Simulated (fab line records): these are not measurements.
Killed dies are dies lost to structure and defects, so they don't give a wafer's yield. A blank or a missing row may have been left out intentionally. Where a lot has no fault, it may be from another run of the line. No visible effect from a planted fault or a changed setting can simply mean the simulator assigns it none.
fab line records	flow sky130
[record] lots = 13	wafers = 37	last-day = 50
route steps=708 shown VIA2@521 CAPM@539
lots that met no fault: taken from a fault-free run of the same line
start-h: the number of hours between the record's first day and the start of the first shown wafer of the lot	wait-h: time in hours since the lot's previous step	" the same as in the row above	L1.1+2: a single row standing in for several wafers	- either no value or no given start	* or withheld: withheld	< > ~ a bound
route shown NAME@n: a module of which the file shows steps, and the number in the route of the first	usual: average and standard deviation across the fault-free wafers	same: alike in all rows	chamber/n: place in a boat	sites: per-site readings	_std_site: standard deviation across them	_edge_site: mean of outer sites minus mean of inner sites	radius-mm: for every site, how far away it sits from the centre of the wafer	mask NAME#n: copy n	behind: the tool/chamber that last shaped the wafer	hold: cause of the lot's hold/its duration in hours/its outcome	device: which transistor (n, p or np) failed to switch	end of line: the tests these same wafers got at the end of their route	a step given without rows: its recipe and nothing more	killed: at the first sort, the dies lost to defects and structure; wafer yield is something else	map: a wafer's dies, x killed, . not, _ none there
set.NAME: setting as actually run; set.NAME@STEP: the setting as run at that earlier step	model.NAME: the simulator's own value behind a step, which no gauge read
the route's steps for a sample of lots (tables are steps, rows are wafers)
services: when a tool's chamber went out of use (start-h, in hours from the record's first day, below 0 if earlier), for how many hours, and the reason
[[steps]]
[step SKY_VIA2_ETCH_14]
[recipe] chemistry = N2/H2	target = BARC	ion-energy-ev = 200	source-w = 500	bias-w = 100	pressure-mtorr = 30	n2-flow-sccm = 100	h2-flow-sccm = 200	stop-on = SiO2	time-s = 45.9	target-depth-a = 600
[usual] drypump-motor-current-A = 5.5/0.44	oes-product-au = 0.854/0.0048	throttle-valve-pct = 13.225/0.01
lot.wafer	tool	chamber	start-h	wait-h	drypump-motor-current-A	oes-product-au	rf-hours-counter-h	throttle-valve-pct
L791.3	rie-diel-01	0	863.12	0.0	5.0	0.853	16	13.217
L791.4	"	1	"	"	5.4	0.846	12	13.225
L791.6	"	3	"	"	6.2	0.863	-	13.237
L793.1	rie-diel-03	0	870.49	0.0	5.8	0.853	7	13.217
L793.2	"	3	"	"	5.3	0.857	2	13.221
L793.3	"	2	"	"	5.9	0.856	12	13.227
L792.1	rie-diel-03	1	872.69	0.0	5.0	0.857	6	13.212
L792.3	"	0	"	"	5.8	0.844	7	13.218
L792.5	"	3	"	"	5.3	0.863	-	13.216
L794.3	rie-diel-04	0	876.12	0.0	5.8	0.848	5	13.231
L794.4	"	2	"	"	6.2	0.850	15	13.221
L794.5	"	2	"	"	6.2	0.847	-	13.223
L796.3	rie-diel-01	1	886.41	0.0	5.4	0.851	13	13.218
L796.5	"	0	"	"	5.0	0.847	-	13.223
L796.6	"	1	"	"	5.4	0.856	-	13.237
L798.2	rie-diel-03	2	900.16	0.0	5.9	0.854	13	13.212
L798.3	"	1	"	"	4.9	0.855	7	13.238
L798.6	"	1	"	"	4.9	0.855	-	13.214
L799.6	rie-diel-03	1	905.18	0.0	4.9	0.856	-	13.226
L803.1	rie-diel-01	3	936.02	0.0	6.2	0.853	21	13.229
L803.3	"	0	"	"	5.0	0.861	19	13.230
L803.5	"	2	"	"	5.9	0.858	-	13.218
L807.1	rie-diel-03	1	964.22	0.0	4.9	0.852	8	13.209
L807.3	"	0	"	"	5.9	0.864	9	13.226
L807.5	"	1	"	"	4.9	0.857	-	13.227
L810.2	rie-diel-03	2	980.34	0.0	5.9	0.852	15	13.230
L810.3	"	0	"	"	5.8	0.858	10	13.233
L810.6	"	1	"	"	4.9	0.860	-	13.230
L811.2	rie-diel-03	2	991.26	0.0	5.9	0.857	16	13.207
L811.3	"	0	"	"	5.8	0.858	10	13.241
L811.4	"	3	"	"	5.3	0.862	5	13.243
L812.2	rie-diel-04	2	998.26	0.0	6.2	0.847	18	13.224
L812.5	"	2	"	"	6.2	0.860	-	13.213
L812.6	"	3	"	"	4.9	0.853	-	13.212
L814.1	rie-diel-01	0	1006.42	0.0	5.0	0.851	21	13.233
L814.3	"	3	"	"	6.2	0.855	23	13.242
L814.6	"	0	"	"	5.0	0.854	-	13.235
[step SKY_VIA2_ETCH_15]
[recipe] target = SiO2	chemistry = C4F8/O2/Ar	target-depth-nm = 546	stop-on = TiN	mask-material = KrF-thick	source-w = 1500	bias-w = 1200	pressure-mtorr = 40	c4f8-flow-sccm = withheld	O2_flow_sccm = 6	Ar_flow_sccm = 300	time-s = 84
[usual] oes-product-au = 0.939/0.0046
lot.wafer	tool	chamber	start-h	wait-h	oes-product-au	rf-hours-counter-h
L791.3	rie-diel-01	0	863.16	0.0	0.943	16
L791.4	"	1	"	"	0.944	12
L791.6	"	3	"	"	0.942	-
L793.1	rie-diel-03	0	870.53	0.0	0.945	7
L793.2	"	3	"	"	0.933	2
L793.3	"	2	"	"	0.938	12
L792.1	rie-diel-03	1	872.73	0.0	0.937	6
L792.3	"	0	"	"	0.944	7
L792.5	"	3	"	"	0.938	-
L794.3	rie-diel-04	0	876.16	0.0	0.940	5
L794.4	"	2	"	"	0.936	15
L794.5	"	2	"	"	0.932	-
L796.3	rie-diel-01	1	886.46	0.0	0.939	13
L796.5	"	0	"	"	0.934	-
L796.6	"	1	"	"	0.938	-
L798.2	rie-diel-03	2	900.21	0.0	0.936	13
L798.3	"	1	"	"	0.948	7
L798.6	"	1	"	"	0.942	-
L799.6	rie-diel-03	1	905.24	0.0	0.942	-
L803.1	rie-diel-01	3	936.06	0.0	0.943	21
L803.3	"	0	"	"	0.937	19
L803.5	"	2	"	"	0.940	-
L807.1	rie-diel-03	1	964.26	0.0	0.938	8
L807.3	"	0	"	"	0.937	9
L807.5	"	1	"	"	0.942	-
L810.2	rie-diel-03	2	980.38	0.0	0.948	15
L810.3	"	0	"	"	0.946	10
L810.6	"	1	"	"	0.937	-
L811.2	rie-diel-03	2	991.31	0.0	0.932	16
L811.3	"	0	"	"	0.941	10
L811.4	"	3	"	"	0.934	5
L812.2	rie-diel-04	2	998.31	0.0	0.937	18
L812.5	"	2	"	"	0.942	-
L812.6	"	3	"	"	0.939	-
L814.1	rie-diel-01	0	1006.46	0.0	0.943	21
L814.3	"	3	"	"	0.930	24
L814.6	"	0	"	"	0.938	-
[step SKY_CAPM_SPUTTER_02]
[recipe] material = TiN	target-thk-nm = 200	temp-c = 300	power-w = 6500	time-s = 166.7	chamber-pressure-pa = 0.4
[usual] cathode-dc-power-W = 6499.7/1.1	chamber-pressure-pa = 0.4000/0.00076	throttle-valve-pct = 30.1/1.1
lot.wafer	tool	chamber	start-h	wait-h	cathode-dc-power-W	chamber-pressure-pa	throttle-valve-pct
L791.3	pvd-sputter-01	-	864.73	0.0	6498.5	0.4004	30.3
L791.4	"	-	"	"	6500.1	0.4006	29.7
L791.6	"	-	"	"	6500.5	0.4001	28.5
L793.1	pvd-sputter-02	-	872.10	0.1	6499.4	0.3997	30.0
L793.2	"	-	"	"	6499.2	0.4012	28.7
L793.3	"	-	"	"	6499.6	0.3996	31.3
L792.1	pvd-sputter-04	-	874.29	0.1	6498.5	0.3991	30.7
L792.3	"	-	"	"	6500.3	0.3991	29.3
L792.5	"	-	"	"	6500.2	0.4005	30.1
L794.3	pvd-sputter-04	-	877.73	0.0	6499.5	0.3987	30.8
L794.4	"	-	"	"	6501.2	0.4000	29.4
L794.5	"	-	"	"	6500.1	0.3993	29.3
L796.3	pvd-sputter-01	-	888.02	0.0	6499.9	0.3995	32.1
L796.5	"	-	"	"	6499.2	0.4011	29.1
L796.6	"	-	"	"	6497.8	0.3993	30.3
L798.2	pvd-sputter-02	-	901.77	0.0	6499.4	0.4000	31.3
L798.3	"	-	"	"	6499.3	0.4005	28.6
L798.6	"	-	"	"	6501.4	0.4005	31.5
L799.6	pvd-sputter-01	-	906.87	0.1	6197.4	0.3996	29.3
L803.1	pvd-sputter-04	-	937.63	0.1	6500.2	0.4006	30.0
L803.3	"	-	"	"	6501.0	0.4005	29.2
L803.5	"	-	"	"	6500.3	0.4004	29.7
L807.1	pvd-sputter-02	-	965.82	0.1	6498.0	0.4010	31.2
L807.3	"	-	"	"	6499.1	0.3997	29.9
L807.5	"	-	"	"	6500.7	0.4007	29.8
L810.2	pvd-sputter-04	-	982.35	0.0	6499.1	0.4009	30.8
L810.3	"	-	"	"	6497.0	0.4007	30.9
L810.6	"	-	"	"	6499.8	0.4002	30.5
L811.2	pvd-sputter-04	-	992.88	0.0	6499.6	0.4004	30.8
L811.3	"	-	"	"	6500.7	0.4006	30.6
L811.4	"	-	"	"	6500.6	0.4006	29.0
L812.2	pvd-sputter-02	-	999.87	0.0	6500.2	0.3991	31.2
L812.5	"	-	"	"	6498.8	0.4006	31.2
L812.6	"	-	"	"	6500.5	0.3988	28.5
L814.1	pvd-sputter-04	-	1008.03	0.1	6500.9	0.3993	30.8
L814.3	"	-	"	"	6501.2	0.4008	30.0
L814.6	"	-	"	"	6500.2	0.4003	30.5
[step SKY_CAPM_RS_MEAS_03]
[recipe] thk-meas-gauge = four-point-probe	reads = TiN_of_CAPM_SPUTTER_02
[usual] CAPM_TIN_RS = 6.95/0.084
lot.wafer	tool	chamber	start-h	wait-h	CAPM_TIN_RS[ohm/sq]
L791.3	film-metro-01	-	864.88	0.1	6.91
L791.4	"	-	"	"	7.07
L791.6	"	-	"	"	7.07
L793.1	film-metro-01	-	872.21	0.1	6.89
L793.2	"	-	"	"	6.88
L793.3	"	-	"	"	6.93
L792.1	film-metro-02	-	874.40	0.1	6.85
L792.3	"	-	"	"	6.88
L792.5	"	-	"	"	7.01
L794.3	film-metro-02	-	877.88	0.1	6.98
L794.4	"	-	"	"	7.00
L794.5	"	-	"	"	6.99
L796.3	film-metro-03	-	888.17	0.1	6.84
L796.5	"	-	"	"	7.09
L796.6	"	-	"	"	6.89
L798.2	film-metro-03	-	901.90	0.1	6.94
L798.3	"	-	"	"	6.88
L798.6	"	-	"	"	7.00
L799.6	film-metro-01	-	907.02	0.1	7.38
L803.1	film-metro-01	-	937.74	0.1	6.97
L803.3	"	-	"	"	7.03
L803.5	"	-	"	"	6.99
L807.1	film-metro-01	-	965.93	0.1	7.00
L807.3	"	-	"	"	6.95
L807.5	"	-	"	"	6.94
L810.2	film-metro-03	-	982.48	0.1	6.97
L810.3	"	-	"	"	6.85
L810.6	"	-	"	"	6.95
L811.2	film-metro-02	-	993.01	0.1	6.98
L811.3	"	-	"	"	7.08
L811.4	"	-	"	"	7.11
L812.2	film-metro-01	-	1000.00	0.1	7.02
L812.5	"	-	"	"	6.96
L812.6	"	-	"	"	6.92
L814.1	film-metro-02	-	1008.14	0.1	6.99
L814.3	"	-	"	"	7.10
L814.6	"	-	"	"	7.07
[step SKY_CAPM_THK_MEAS_04]
[recipe] thk-meas-gauge = xrf	reads = TiN_of_CAPM_SPUTTER_02
[usual] CAPM_TIN_THK = 197.0/2.6
lot.wafer	tool	chamber	start-h	wait-h	CAPM_TIN_THK[nm]
L791.3	film-metro-01	-	864.98	0.1	198.1
L791.4	"	-	"	"	193.9
L791.6	"	-	"	"	192.1
L793.1	film-metro-01	-	872.33	0.1	198.3
L793.2	"	-	"	"	198.8
L793.3	"	-	"	"	197.2
L792.1	film-metro-02	-	874.52	0.1	200.5
L792.3	"	-	"	"	200.0
L792.5	"	-	"	"	195.7
L794.3	film-metro-02	-	877.98	0.1	196.9
L794.4	"	-	"	"	196.3
L794.5	"	-	"	"	196.6
L796.3	film-metro-03	-	888.27	0.1	201.2
L796.5	"	-	"	"	194.0
L796.6	"	-	"	"	199.6
L798.2	film-metro-03	-	902.01	0.1	197.5
L798.3	"	-	"	"	200.5
L798.6	"	-	"	"	196.0
L799.6	film-metro-01	-	907.09	0.1	184.7
L803.1	film-metro-01	-	937.86	0.1	195.7
L803.3	"	-	"	"	196.4
L803.5	"	-	"	"	196.6
L807.1	film-metro-01	-	966.05	0.1	195.1
L807.3	"	-	"	"	195.8
L807.5	"	-	"	"	196.2
L810.2	film-metro-03	-	982.59	0.1	197.7
L810.3	"	-	"	"	200.5
L810.6	"	-	"	"	196.3
L811.2	film-metro-02	-	993.12	0.1	196.4
L811.3	"	-	"	"	194.1
L811.4	"	-	"	"	192.9
L812.2	film-metro-01	-	1000.11	0.1	195.8
L812.5	"	-	"	"	197.1
L812.6	"	-	"	"	198.2
L814.1	film-metro-02	-	1008.26	0.1	196.4
L814.3	"	-	"	"	192.1
L814.6	"	-	"	"	192.8
[step SKY_CAPM_METAL_ETCH_13]
[recipe] target-depth-nm = 220	stop-on = SiO2	chemistry = Cl2/BCl3	target = TiN	pressure-mtorr = 10	icp-w = 900	bias-w = 48.5	Cl2_flow_sccm = 60	bcl3-flow-sccm = 30	time-s = 62.9
[usual] drypump-motor-current-A = 5.2/0.39	mfc-cl2-sccm = 59.98/0.17	oes-product-au = 0.937/0.0083	throttle-valve-pct = 21.904/0.0094
lot.wafer	tool	chamber	start-h	wait-h	drypump-motor-current-A	mfc-cl2-sccm	oes-product-au	rf-hours-counter-h	throttle-valve-pct
L791.3	rie-metal-01	0	890.41	0.0	5.0	60.04	0.944	-	21.904
L791.4	"	1	"	"	5.7	60.07	0.931	-	21.902
L791.6	"	1	"	"	5.6	60.14	0.932	-	21.916
L793.1	rie-metal-04	0	896.88	0.0	4.7	60.21	0.947	3	21.918
L793.2	"	1	"	"	5.2	60.09	0.945	12	21.899
L793.3	"	0	"	"	4.7	60.16	0.948	-	21.903
L792.1	rie-metal-01	1	899.09	0.0	5.6	59.98	0.947	11	21.910
L792.3	"	1	"	"	5.6	60.13	0.945	-	21.904
L792.5	"	1	"	"	5.6	60.04	0.932	-	21.918
L794.3	rie-metal-02	0	902.67	0.0	5.2	60.00	0.933	-	21.916
L794.4	"	1	"	"	6.0	59.73	0.931	-	21.884
L794.5	"	0	"	"	5.2	59.81	0.933	-	21.902
L796.3	rie-metal-01	1	913.37	0.0	5.7	60.11	0.942	-	21.894
L796.5	"	0	"	"	5.0	60.08	0.919	-	21.919
L796.6	"	1	"	"	5.6	59.90	0.943	-	21.917
L798.2	rie-metal-04	0	926.44	0.0	4.7	60.17	0.938	4	21.914
L798.3	"	0	"	"	4.7	60.27	0.940	-	21.899
L798.6	"	0	"	"	4.7	60.36	0.936	-	21.912
L799.6	rie-metal-01	1	932.18	0.1	5.7	59.61	0.908	-	21.928
L803.1	rie-metal-02	1	961.85	0.0	6.0	59.97	0.932	15	21.906
L803.3	"	0	"	"	5.2	60.13	0.946	-	21.910
L803.5	"	1	"	"	6.0	60.07	0.937	-	21.896
L807.1	rie-metal-04	0	989.84	0.0	4.7	59.53	0.937	7	21.895
L807.3	"	1	"	"	5.2	60.04	0.948	-	21.896
L807.5	"	1	"	"	5.2	59.88	0.938	-	21.896
L810.2	rie-metal-01	0	1005.97	0.0	5.0	60.13	0.939	-	21.905
L810.3	"	0	"	"	5.0	59.91	0.945	-	21.883
L810.6	"	0	"	"	5.0	60.05	0.936	-	21.897
L811.2	rie-metal-01	0	1016.12	0.0	5.0	59.90	0.928	-	21.911
L811.3	"	0	"	"	5.0	60.06	0.926	-	21.904
L811.4	"	0	"	"	5.0	60.18	0.925	-	21.918
L812.2	rie-metal-04	1	1022.79	0.0	5.2	59.83	0.929	18	21.916
L812.5	"	0	"	"	4.7	59.66	0.938	-	21.910
L812.6	"	1	"	"	5.2	60.03	0.941	-	21.897
L814.1	rie-metal-01	1	1031.05	0.0	5.7	59.86	0.930	17	21.914
L814.3	"	1	"	"	5.6	60.07	0.919	-	21.916
L814.6	"	1	"	"	5.6	60.23	0.929	-	21.905
[step SKY_CAPM_STRIP_14]
[recipe] chemistry = O2/N2	power-w = 1400	pressure-mtorr = 1500	platen-temp-c = withheld	o2-flow-sccm = 3000	n2-flow-sccm = 300	overash-fraction = 0.5
[usual] drypump-motor-current-A = 6.0/0.54	o2-flow-sccm = 3001/9.3	oes-product-au = 0.711/0.0045	strip-time-to-endpoint-s = 12.64/0.053
lot.wafer	tool	chamber	start-h	wait-h	drypump-motor-current-A	o2-flow-sccm	oes-product-au	rf-hours-counter-h	strip-time-to-endpoint-s
L791.3	plasma-asher-03	0	890.49	0.1	6.4	3008	0.713	-	12.62
L791.4	"	1	"	"	5.9	2992	0.702	-	12.61
L791.6	"	1	"	"	5.9	2995	0.708	-	12.61
L793.1	plasma-asher-02	0	896.96	0.1	6.0	2995	0.709	49	12.61
L793.2	"	1	"	"	5.0	3012	0.706	49	12.63
L793.3	"	0	"	"	6.0	3014	0.714	-	12.58
L792.1	plasma-asher-03	1	899.17	0.1	5.9	2987	0.718	74	12.65
L792.3	"	1	"	"	5.9	2988	0.709	-	12.61
L792.5	"	1	"	"	5.9	2987	0.709	-	12.62
L794.3	plasma-asher-01	0	902.75	0.1	5.5	2992	0.709	-	12.70
L794.4	"	1	"	"	6.7	2995	0.712	-	12.76
L794.5	"	0	"	"	5.5	2997	0.709	-	12.74
L796.3	plasma-asher-01	0	913.45	0.1	5.6	3008	0.714	-	12.61
L796.5	"	0	"	"	5.5	3004	0.720	-	12.57
L796.6	"	1	"	"	6.7	3000	0.713	-	12.62
L798.2	plasma-asher-01	0	926.52	0.1	5.6	2999	0.714	17	12.71
L798.3	"	0	"	"	5.6	2998	0.719	-	12.68
L798.6	"	0	"	"	5.6	3010	0.711	-	12.64
L799.6	plasma-asher-01	1	932.28	0.1	6.7	3005	0.707	-	12.64
L803.1	plasma-asher-02	0	961.92	0.1	6.0	2982	0.713	55	12.66
L803.3	"	0	"	"	6.0	2998	0.701	-	12.66
L803.5	"	1	"	"	5.0	3006	0.718	-	12.67
L807.1	plasma-asher-01	0	989.92	0.1	5.5	2995	0.710	24	12.63
L807.3	"	0	"	"	5.5	3001	0.706	-	12.66
L807.5	"	1	"	"	6.7	2993	0.712	-	12.65
L810.2	plasma-asher-03	0	1006.10	0.1	6.3	2997	0.715	85	12.68
L810.3	"	0	"	"	6.4	2984	0.708	-	12.72
L810.6	"	1	"	"	5.9	3000	0.709	-	12.66
L811.2	plasma-asher-02	1	1016.25	0.1	5.0	3002	0.711	60	12.62
L811.3	"	1	"	"	5.0	3030	0.720	-	12.62
L811.4	"	0	"	"	6.0	3003	0.703	-	12.63
L812.2	plasma-asher-03	0	1022.87	0.1	6.3	3007	0.711	87	12.67
L812.5	"	0	"	"	6.3	3000	0.714	-	12.71
L812.6	"	1	"	"	5.9	3011	0.713	-	12.72
L814.1	plasma-asher-01	1	1031.12	0.1	6.7	2988	0.708	28	12.62
L814.3	"	1	"	"	6.7	2980	0.715	-	12.62
L814.6	"	1	"	"	6.7	3001	0.712	-	12.63
[[services]]
tool	chamber	start-h	hours	kind
plasma-asher-01	-	841.53	2.8	pm
plasma-asher-02	-	848.60	0.9	repair
rie-metal-02	-	850.68	2.8	pm
rie-metal-02	-	861.81	0.9	repair
rie-metal-01	1	868.39	1.6	repair
rie-metal-02	-	872.82	1.4	pm
pvd-sputter-04	-	879.10	2.1	repair
rie-diel-04	1	882.73	1.8	repair
pvd-sputter-04	3	883.22	-	consumable-replace:kit
rie-diel-04	-	891.03	0.4	repair
rie-diel-04	3	923.91	3.2	repair
pvd-sputter-01	-	924.37	6.0	repair
pvd-sputter-02	-	931.45	1.9	repair
rie-diel-04	-	938.56	2.6	repair
pvd-sputter-01	-	941.47	0.8	repair
rie-diel-03	-	947.44	4.3	pm
pvd-sputter-02	-	966.21	5.3	repair
rie-diel-04	1	973.76	4.8	repair
rie-diel-03	3	975.54	5.2	repair
plasma-asher-01	-	980.87	0.3	repair
rie-diel-04	2	989.84	5.2	repair
pvd-sputter-02	-	1003.37	0.8	repair
rie-metal-01	1	1005.90	12.0	repair
pvd-sputter-01	-	1025.49	2.4	repair
[[key]]
[first-sign] step = SKY_CAPM_SPUTTER_02	reading = cathode-dc-power-W	direction = down	sigmas = 99+	usual = 6499.7	struck = 6197.4
[effect] step = SKY_CAPM_RS_MEAS_03	reading = CAPM_TIN_RS	direction = up	sigmas = 5.1	usual = 6.95	struck = 7.38
[effect] step = SKY_CAPM_THK_MEAS_04	reading = CAPM_TIN_THK	direction = down	sigmas = 4.8	usual = 197.0	struck = 184.7
[effect] step = SKY_CAPM_METAL_ETCH_13	reading = oes-product-au	direction = down	sigmas = 3.5	usual = 0.937	struck = 0.908
met-at SKY_CAPM_SPUTTER_02
struck-lots L799
struck-wafers L799.6
sort-left-out L799.6
tester-left-out L799
not-acting-at SKY_VIA2_ETCH_14,SKY_VIA2_ETCH_15,SKY_CAPM_STRIP_14
onset-between 888.02 906.87
[earlier-fault] kind = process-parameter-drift	tool = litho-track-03	chamber = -	onset-h = 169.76	steps = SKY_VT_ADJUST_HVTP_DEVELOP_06	channel = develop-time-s	offset = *	shape = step	end-h = 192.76	acts-in = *	stated = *
[fault] kind = process-parameter-drift	tool = pvd-sputter-01	chamber = -	onset-h = 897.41	steps = SKY_CAPM_SPUTTER_02	channel = power-w	offset = *	shape = step	acts-in = *	stated = *	scope = struck-wafers-only
// tester-left-out: of these lots the tester's yield and bins aren't shown, on N5 and GAA mostly nor the transistor test; their killed dies are dies lost to structure and defects alone, not to doping, threshold or leakage, so they don't give the yield
// sort-left-out: the simulated sort isn't trusted on such a fault, so these wafers' sort isn't shown, and their yield isn't known
